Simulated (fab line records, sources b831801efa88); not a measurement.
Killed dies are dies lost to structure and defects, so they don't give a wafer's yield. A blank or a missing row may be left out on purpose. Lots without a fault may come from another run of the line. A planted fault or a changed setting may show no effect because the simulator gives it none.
fab line records | flow sky130
record lots=12 wafers=36 last_day=50
route steps=708 shown VT_ADJUST_LVTN@104 VT_ADJUST_HVTR@140 SONOS_TUNNEL@161
lots that met no fault: from a run of the same line without faults
start_h: hours from the record's first day to the start of the lot's first wafer shown | wait_h: hours since the lot's step before | " the same as in the row above | L1.1+2: a row that stands for several wafers | - no value, or no start given | * or withheld: withheld | < > ~ a bound
route shown NAME@n: a module of which the file shows steps, and the number in the route of the first | usual: mean/standard deviation of fault-free wafers | same: alike in all rows | chamber/n: place in a boat | sites: the reading at each site | _std_site: their standard deviation | _edge_site: outer sites' mean less inner sites' | radius_mm: how far each site lies from the wafer's centre | mask NAME#n: copy n | behind: the tool/chamber that last shaped the wafer | hold: why the lot was held/for how many hours/how that ended | device: the transistor (n, p or np) that didn't switch | end of line: the same wafers' tests at the end of the route | a step without rows: its recipe alone | killed: dies lost to structure and defects at the first sort, not the wafer's yield | map: a wafer's dies, x killed, . not, _ none there
set.NAME: the setting as run; set.NAME@STEP: as run at that earlier step | model.NAME: the simulator's own value behind a step, which no gauge read
steps of the route over a sample of lots; a table a step, a row a wafer
services: from which hour (start_h, from the record's first day; less than 0 if before it) a tool's chamber was out of use, for how many hours, and why
## steps
# step SKY_VT_ADJUST_LVTN_OVL_MEAS_07
# usual VT_ADJUST_LVTN_OVL=2.0/1.4
# columns lot.wafer tool chamber start_h wait_h VT_ADJUST_LVTN_OVL[nm]
L390.2 overlay-02 - 155.72 - 3.4
L390.3 " - " " 3.2
L390.4 " - " " 2.0
L391.2 overlay-01 - 159.47 - 3.9
L391.4 " - " " 2.6
L391.6 " - " " 4.9
L393.4 overlay-02 - 174.90 - 2.1
L393.5 " - " " 4.8
L393.6 " - " " 3.6
L396.1 overlay-02 - 193.17 - 2.7
L396.4 " - " " -0.3
L396.6 " - " " -0.6
L399.2 overlay-02 - 214.62 - 4.5
L399.5 " - " " 3.2
L399.6 " - " " 4.5
L400.2 overlay-01 - 217.74 - 2.0
L400.4 " - " " 0.5
L400.6 " - " " 0.7
L404.1 overlay-02 - 242.86 - 2.4
L404.4 " - " " 2.9
L404.6 " - " " 2.6
L405.2 overlay-02 - 249.24 - 2.2
L405.3 " - " " 1.3
L405.6 " - " " 4.4
L408.1 overlay-01 - 266.42 - 0.8
L408.4 " - " " 2.5
L408.6 " - " " 1.8
L409.1 overlay-02 - 275.66 - 1.0
L409.2 " - " " -0.1
L409.5 " - " " 1.4
L410.2 overlay-02 - 285.14 - -0.1
L410.4 " - " " -0.6
L410.5 " - " " -0.2
L411.2 overlay-01 - 290.42 - -0.2
L411.4 " - " " 0.2
L411.6 " - " " 2.1
# step SKY_VT_ADJUST_HVTR_IMPLANT_09
# recipe species=B energy_kev=10 dose_cm2=2.1e+12 tilt_deg=withheld
# usual dose_ions_cm2=2.1007e+12/2.4e+09 faraday_current_uA=11.84/0.21
# same implant_ion_amu=11
# columns lot.wafer tool chamber start_h wait_h dose_ions_cm2 faraday_current_uA
L390.2 implanter-03 0 217.34 0.0 2.0973e+12 11.72
L390.3 " 0 " " 2.0987e+12 11.79
L390.4 " 0 " " 2.1001e+12 11.78
L391.2 implanter-01 0 221.19 0.0 2.1071e+12 11.66
L391.4 " 0 " " 2.106e+12 11.62
L391.6 " 0 " " 2.1064e+12 11.90
L393.4 implanter-03 0 239.86 0.1 2.1028e+12 11.90
L393.5 " 0 " " 2.0995e+12 11.65
L393.6 " 0 " " 2.1002e+12 11.88
L396.1 implanter-02 0 261.34 0.0 2.0998e+12 12.30
L396.4 " 0 " " 2.0985e+12 11.74
L396.6 " 0 " " 2.1031e+12 11.90
L399.2 implanter-02 0 284.09 0.0 3.3646e+12 19.17
L399.5 " 0 " " 3.3623e+12 19.77
L399.6 " 0 " " 3.3594e+12 18.84
L400.2 implanter-02 0 287.39 0.0 3.365e+12 19.56
L400.4 " 0 " " 3.3608e+12 18.81
L400.6 " 0 " " 3.3632e+12 19.25
L404.1 implanter-01 0 316.57 0.0 2.0998e+12 11.60
L404.4 " 0 " " 2.0999e+12 11.70
L404.6 " 0 " " 2.0969e+12 11.76
L405.2 implanter-03 0 324.86 0.0 2.1033e+12 12.18
L405.3 " 0 " " 2.0965e+12 11.77
L405.6 " 0 " " 2.1005e+12 11.80
L408.1 implanter-01 0 345.49 0.0 2.1033e+12 12.09
L408.4 " 0 " " 2.1008e+12 12.12
L408.6 " 0 " " 2.1037e+12 11.98
L409.1 implanter-03 0 355.26 0.0 2.1007e+12 11.87
L409.2 " 0 " " 2.1041e+12 11.79
L409.5 " 0 " " 2.1035e+12 11.88
L410.2 implanter-01 0 366.66 0.0 2.0993e+12 11.62
L410.4 " 0 " " 2.1012e+12 11.33
L410.5 " 0 " " 2.1054e+12 11.75
L411.2 implanter-02 0 370.74 0.0 2.1001e+12 12.03
L411.4 " 0 " " 2.104e+12 11.61
L411.6 " 0 " " 2.1015e+12 11.46
# step SKY_VT_ADJUST_HVTR_STRIP_10
# recipe chemistry=O2/N2 power_w=1400 pressure_mtorr=1500 platen_temp_c=withheld o2_flow_sccm=3000 n2_flow_sccm=300 overash_fraction=0.5
# usual drypump_motor_current_A=5.7/0.5 oes_product_au=0.716/0.0045 strip_time_to_endpoint_s=14.19/0.036
# columns lot.wafer tool chamber start_h wait_h drypump_motor_current_A oes_product_au rf_hours_counter_h strip_time_to_endpoint_s
L390.2 plasma_asher-01 0 217.46 0.1 6.1 0.718 41 14.19
L390.3 " 1 " " 5.2 0.715 - 14.15
L390.4 " 0 " " 6.1 0.711 - 14.18
L391.2 plasma_asher-02 0 221.32 0.1 5.1 0.722 50 14.12
L391.4 " 1 " " 6.5 0.719 - 14.21
L391.6 " 1 " " 6.4 0.713 - 14.16
L393.4 plasma_asher-02 1 239.97 0.1 6.4 0.719 - 14.13
L393.5 " 0 " " 5.1 0.715 - 14.16
L393.6 " 1 " " 6.4 0.710 - 14.20
L396.1 plasma_asher-02 0 261.49 0.1 5.1 0.723 55 14.16
L396.4 " 1 " " 6.4 0.707 - 14.19
L396.6 " 1 " " 6.5 0.719 - 14.15
L399.2 plasma_asher-02 0 284.21 0.1 5.0 0.711 57 14.28
L399.5 " 1 " " 6.4 0.717 - 14.25
L399.6 " 0 " " 5.1 0.718 - 14.26
L400.2 plasma_asher-04 1 287.51 0.1 5.7 0.709 60 14.20
L400.4 " 0 " " 5.9 0.709 - 14.20
L400.6 " 1 " " 5.7 0.715 - 14.21
L404.1 plasma_asher-02 1 316.72 0.1 6.4 0.711 60 14.15
L404.4 " 1 " " 6.4 0.712 - 14.19
L404.6 " 1 " " 6.4 0.724 - 14.14
L405.2 plasma_asher-01 1 324.99 0.1 5.2 0.721 50 14.18
L405.3 " 1 " " 5.2 0.710 - 14.15
L405.6 " 1 " " 5.2 0.718 - 14.21
L408.1 plasma_asher-04 0 345.64 0.1 5.9 0.714 66 14.18
L408.4 " 1 " " 5.7 0.714 - 14.18
L408.6 " 0 " " 5.9 0.717 - 14.13
L409.1 plasma_asher-02 1 355.41 0.1 6.4 0.718 64 14.18
L409.2 " 0 " " 5.1 0.718 64 14.19
L409.5 " 1 " " 6.5 0.713 - 14.23
L410.2 plasma_asher-04 1 366.79 0.1 5.7 0.712 68 14.17
L410.4 " 1 " " 5.7 0.715 - 14.11
L410.5 " 1 " " 5.7 0.713 - 14.16
L411.2 plasma_asher-01 1 370.86 0.1 5.2 0.714 55 14.24
L411.4 " 1 " " 5.2 0.717 - 14.20
L411.6 " 0 " " 6.2 0.717 - 14.29
# step SKY_VT_ADJUST_HVTR_TW_MEAS_11
# usual VT_ADJUST_HVTR_TW=210.9/2.2
# columns lot.wafer tool chamber start_h wait_h VT_ADJUST_HVTR_TW
L390.2 film_metro-04 - 217.57 0.1 208.5
L390.3 " - " " 209.7
L390.4 " - " " 209.4
L391.2 film_metro-03 - 221.43 0.1 210.1
L391.4 " - " " 210.3
L391.6 " - " " 211.4
L393.4 film_metro-04 - 240.07 0.1 208.3
L393.5 " - " " 206.5
L393.6 " - " " 207.7
L396.1 film_metro-04 - 261.59 0.1 206.5
L396.4 " - " " 207.9
L396.6 " - " " 207.6
L399.2 film_metro-03 - 284.32 0.1 244.3
L399.5 " - " " 244.6
L399.6 " - " " 245.4
L400.2 film_metro-03 - 287.62 0.1 245.4
L400.4 " - " " 243.8
L400.6 " - " " 245.7
L404.1 film_metro-02 - 316.82 0.1 211.0
L404.4 " - " " 210.7
L404.6 " - " " 211.4
L405.2 film_metro-03 - 325.10 0.1 211.2
L405.3 " - " " 211.1
L405.6 " - " " 211.2
L408.1 film_metro-03 - 345.74 0.1 210.7
L408.4 " - " " 212.3
L408.6 " - " " 211.8
L409.1 film_metro-02 - 355.51 0.1 210.3
L409.2 " - " " 209.4
L409.5 " - " " 211.1
L410.2 film_metro-02 - 366.90 0.1 211.0
L410.4 " - " " 210.9
L410.5 " - " " 210.9
L411.2 film_metro-03 - 370.97 0.1 212.9
L411.4 " - " " 213.1
L411.6 " - " " 214.2
# step SKY_SONOS_TUNNEL_CD_MEAS_07
# recipe target_cd_nm=410
# usual cd_nm=410/3
# columns lot.wafer tool chamber start_h wait_h cd_nm
L390.2 cd_sem-02 - 263.43 0.1 411
L390.3 " - " " 411
L390.4 " - " " 410
L391.2 cd_sem-02 - 267.05 0.1 413
L391.4 " - " " 413
L391.6 " - " " 413
L393.4 cd_sem-01 - 287.78 0.1 410
L393.5 " - " " 409
L393.6 " - " " 409
L396.1 cd_sem-02 - 311.31 0.1 407
L396.4 " - " " 407
L396.6 " - " " 410
L399.2 cd_sem-02 - 337.50 0.1 416
L399.5 " - " " 414
L399.6 " - " " 416
L400.2 cd_sem-01 - 340.89 0.1 414
L400.4 " - " " 415
L400.6 " - " " 416
L404.1 cd_sem-02 - 372.57 0.1 405
L404.4 " - " " 405
L404.6 " - " " 401
L405.2 cd_sem-01 - 381.28 0.1 410
L405.3 " - " " 412
L405.6 " - " " 409
L408.1 cd_sem-01 - 402.86 0.1 409
L408.4 " - " " 408
L408.6 " - " " 410
L409.1 cd_sem-01 - 413.46 0.1 413
L409.2 " - " " 410
L409.5 " - " " 411
L410.2 cd_sem-02 - 424.89 0.1 405
L410.4 " - " " 404
L410.5 " - " " 405
L411.2 cd_sem-01 - 429.60 0.1 414
L411.4 " - " " 414
L411.6 " - " " 411
## services
# columns tool chamber start_h hours kind
plasma_asher-02 - 204.79 2.6 repair
plasma_asher-01 - 226.73 4.3 pm
implanter-03 - 231.05 3.2 repair
plasma_asher-04 - 241.92 9.0 repair
plasma_asher-02 - 262.18 0.8 repair
plasma_asher-01 - 274.47 4.6 repair
plasma_asher-01 - 291.46 4.9 repair
implanter-02 - 303.84 5.3 repair
plasma_asher-04 - 304.45 1.4 repair
implanter-01 - 306.79 1.1 repair
implanter-02 - 316.37 5.0 repair
plasma_asher-04 - 321.44 1.1 repair
implanter-03 - 322.37 2.4 repair
implanter-02 - 324.13 2.5 repair
plasma_asher-02 - 351.98 2.8 pm
## key
first_sign step=SKY_VT_ADJUST_HVTR_IMPLANT_09 reading=dose_ions_cm2 direction=up sigmas=99+ usual=* struck=*
effect step=SKY_VT_ADJUST_HVTR_IMPLANT_09 reading=faraday_current_uA direction=up sigmas=34 usual=11.84 struck=19.23
effect step=SKY_VT_ADJUST_HVTR_TW_MEAS_11 reading=VT_ADJUST_HVTR_TW direction=up sigmas=16 usual=210.9 struck=244.9
met_at SKY_VT_ADJUST_HVTR_IMPLANT_09
struck_lots L399,L400
tester_left_out L399,L400
not_acting_at SKY_VT_ADJUST_LVTN_OVL_MEAS_07,SKY_VT_ADJUST_HVTR_STRIP_10,SKY_SONOS_TUNNEL_CD_MEAS_07
onset_between 261.34 284.09
fault kind=process_parameter_drift tool=implanter-02 chamber=- onset_h=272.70 steps=SKY_VT_ADJUST_HVTR_IMPLANT_09 channel=dose_cm2 offset=* shape=step end_h=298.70 acts_in=* stated=*
# tester_left_out: of these lots the tester's yield and bins aren't shown, on N5 and GAA mostly nor the transistor test; their killed dies are dies lost to structure and defects alone, not to doping, threshold or leakage, so they don't give the yield
